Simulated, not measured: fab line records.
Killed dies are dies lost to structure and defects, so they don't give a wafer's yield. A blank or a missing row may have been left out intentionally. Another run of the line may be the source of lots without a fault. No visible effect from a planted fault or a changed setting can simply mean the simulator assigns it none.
A struck lot beside a sound one ; flow sky130 ; 44 steps out of a route of 708
Sound: the wafers L174.3, L174.4, L174.5. Wafers L193.2, L193.4, L193.5 were the ones struck. The cause is named last.
For every step that has rows: the tool of each side, followed by ch and its chambers, followed by its first start. Under that, the readings that differ: sound wafers ; struck wafers ; difference of the means ; sigmas: that difference in standard deviations of wafers without a fault.
alike: words and numbers the same on both sides, and readings whose means are apart by under 2 such deviations; not compared: readings that were withheld, readings missing a value for some wafer, numbers with overlapping values and no deviation given by the record, and bounds like >300 which may hide the same value.
Wherever a step has rows on one side only, a row that says differs or no value, or a row with sigmas, the two part there. When numbers do not overlap yet have no deviation, they are printed without sigmas and do not part them. A reading missing from all wafers of one side parts the sides only when that side holds two or more wafers.

first, 2 steps without rows for these wafers: SKY_DNWELL_DEVELOP_06 (develop time 60 s); SKY_DNWELL_IMPLANT_07.
SKY_DNWELL_STRIP_08: strips in O2/N2.
  sound on plasmaAsher-04 ch 0,1, day 3 20:46; struck on plasmaAsher-01 ch 0,1, day 8 07:50
reading;sound;struck;difference;sigmas
stripTimeToEndpointS (s);37.20 37.17 37.07;36.89 36.74 36.79;-0.34;-3
  alike: drypumpMotorCurrentA, o2FlowSccm, oesProductAu
  not compared: rfHoursCounterH
SKY_DNWELL_TW_MEAS_09:
  sound on filmMetro-04 at day 3 20:51; struck on filmMetro-02 at day 8 07:57
  alike: DNWELL_TW
then, 7 steps without rows for these wafers: SKY_PWDE_DEHYDRATE_00 (time 60 s); SKY_PWDE_HMDS_01 (prime time 60 s); SKY_PWDE_COAT_02 (resist thk 3000 nm); SKY_PWDE_SOFTBAKE_03; SKY_PWDE_EXPOSE_04 (exposes mask PWDEM, target cd 840 nm); SKY_PWDE_PEB_05; SKY_PWDE_DEVELOP_06 (develop time 60 s).
SKY_PWDE_OVL_MEAS_07:
  sound on overlay-02 at day 4 13:31; struck on overlay-02 at day 9 04:50
  alike: PWDE_OVL
SKY_PWDE_IMPLANT_08:
  sound on implanter-03 ch 0, day 4 13:35; struck on implanter-04 ch 0, day 9 04:54
reading;sound;struck;difference;sigmas
doseIonsCm2;3.602e+12 3.599e+12 3.6e+12;3.307e+12 3.307e+12 3.307e+12;-2.933e+11;-73
faradayCurrentUA;20.4 20.7 20.3;18.0 17.9 18.3;-2.4;-5
  alike: beamEnergyKeV, endStationPressureTorr
SKY_PWDE_STRIP_09: strips in O2/N2.
  sound on plasmaAsher-04 ch 0,1, day 4 13:44; struck on plasmaAsher-02 ch 0,1, day 9 05:01
reading;sound;struck;difference;sigmas
stripTimeToEndpointS (s);36.97 37.00 37.01;36.69 36.75 36.72;-0.27;-3
  alike: drypumpMotorCurrentA, o2FlowSccm, oesProductAu
  not compared: rfHoursCounterH
SKY_PWDE_TW_MEAS_10:
  sound on filmMetro-04 at day 4 13:49; struck on filmMetro-02 at day 9 05:08
reading;sound;struck;difference;sigmas
PWDE_TW;375.5 372.5 372.9;364.6 361.1 363.1;-10.7;-6
then, 7 steps without rows for these wafers: SKY_NWELL_DEHYDRATE_03 (time 60 s); SKY_NWELL_HMDS_04 (prime time 60 s); SKY_NWELL_COAT_05 (resist thk 3000 nm); SKY_NWELL_SOFTBAKE_06; SKY_NWELL_EXPOSE_07 (exposes mask NWM, target cd 840 nm); SKY_NWELL_PEB_08; SKY_NWELL_DEVELOP_09 (develop time 60 s).
SKY_NWELL_OVL_MEAS_10:
  sound on overlay-02 at day 5 07:50; struck on overlay-02 at day 10 02:59
  alike: NWELL_00_OVL
then, 3 steps without rows for these wafers: SKY_NWELL_IMPLANT_11; SKY_NWELL_IMPLANT_12; SKY_NWELL_IMPLANT_13.
SKY_NWELL_STRIP_14: strips in O2/N2.
  sound on plasmaAsher-03 ch 0,1, day 5 08:20; struck on plasmaAsher-03 ch 0,1, day 10 03:28
  alike: drypumpMotorCurrentA, o2FlowSccm, oesProductAu, stripTimeToEndpointS
  not compared: rfHoursCounterH
SKY_NWELL_TW_MEAS_15:
  sound on filmMetro-04 at day 5 08:26; struck on filmMetro-02 at day 10 03:35
  alike: NWELL_TW
then, 7 steps without rows for these wafers: SKY_NWELL_DEHYDRATE_16 (time 60 s); SKY_NWELL_HMDS_17 (prime time 60 s); SKY_NWELL_COAT_18 (resist thk 3000 nm); SKY_NWELL_SOFTBAKE_19; SKY_NWELL_EXPOSE_20 (exposes mask NWM COMPLEMENT, target cd 840 nm); SKY_NWELL_PEB_21; SKY_NWELL_DEVELOP_22 (develop time 60 s).
SKY_NWELL_OVL_MEAS_23:
  sound on overlay-01 at day 6 02:23; struck on overlay-01 at day 11 02:02
  alike: NWELL_01_OVL
after that, 1 step had no rows for these wafers: SKY_NWELL_IMPLANT_24.
SKY_NWELL_STRIP_25: strips in O2/N2.
  sound on plasmaAsher-03 ch 0,1, day 6 02:35; struck on plasmaAsher-04 ch 0,1, day 11 02:13
  alike: drypumpMotorCurrentA, o2FlowSccm, oesProductAu, stripTimeToEndpointS
  not compared: rfHoursCounterH
SKY_NWELL_TW_MEAS_26:
  sound on filmMetro-02 at day 6 02:41; struck on filmMetro-02 at day 11 02:19
  alike: NWELL_2_TW
then, 1 step without rows for these wafers: SKY_NWELL_CLEAN_27 (cleans in SC1/SC2, time 150 s).
SKY_NWELL_RTA_28: time 30 s.
  sound on rtpAnneal-01 ch 0, day 6 02:49; struck on rtpAnneal-01 ch 0, day 11 02:29
  alike: lampPowerPct, wafer_temp_C_max
SKY_NWELL_RS_MEAS_29: uses a four-point probe to measure.
  sound on filmMetro-02 at day 6 02:55; struck on filmMetro-04 at day 11 02:35
reading;sound;struck;difference;sigmas
NWELL_RS (ohm/sq);628.5 626.6 628.1;622.4 624.0 623.1;-4.6;-3
SKY_NWELL_RS_MEAS_31: uses a four-point probe to measure.
  sound on filmMetro-02 at day 6 03:09; struck on filmMetro-04 at day 11 02:50
reading;sound;struck;difference;sigmas
PWDE_RS (ohm/sq);5266 5275 5266;5662 5679 5671;+402;+24
-- the record jumps here: 40 days lie between the struck wafers' starts before and after (it left off in module NWELL and takes up again in module PAD_OPEN, whose first step shown is number 708 of the route) --
SKY_PAD_OPEN_PROBE_99:
  sound on prober-02 at day 47 05:52; struck on prober-01 at day 50 22:15
reading;sound;struck;difference;sigmas
model.etest.resPwdeUnderGate.rsOhmSq;6133 6160 6170;6715 6681 6721;+551;
  alike: killed_at_M0_to_M3, killed_at_M4_up, killedAtContacts, killedAtFrontEnd, killedAtOther, killedDies, killedOnRim, killedOpen, killedShort

## WHERE THEY PART
At SKY_DNWELL_STRIP_08 first; at SKY_NWELL_RS_MEAS_31 last (within this record only). Later steps at which nothing parts them and some readings are alike: SKY_PAD_OPEN_PROBE_99.

WHY: the cause the simulator had injected
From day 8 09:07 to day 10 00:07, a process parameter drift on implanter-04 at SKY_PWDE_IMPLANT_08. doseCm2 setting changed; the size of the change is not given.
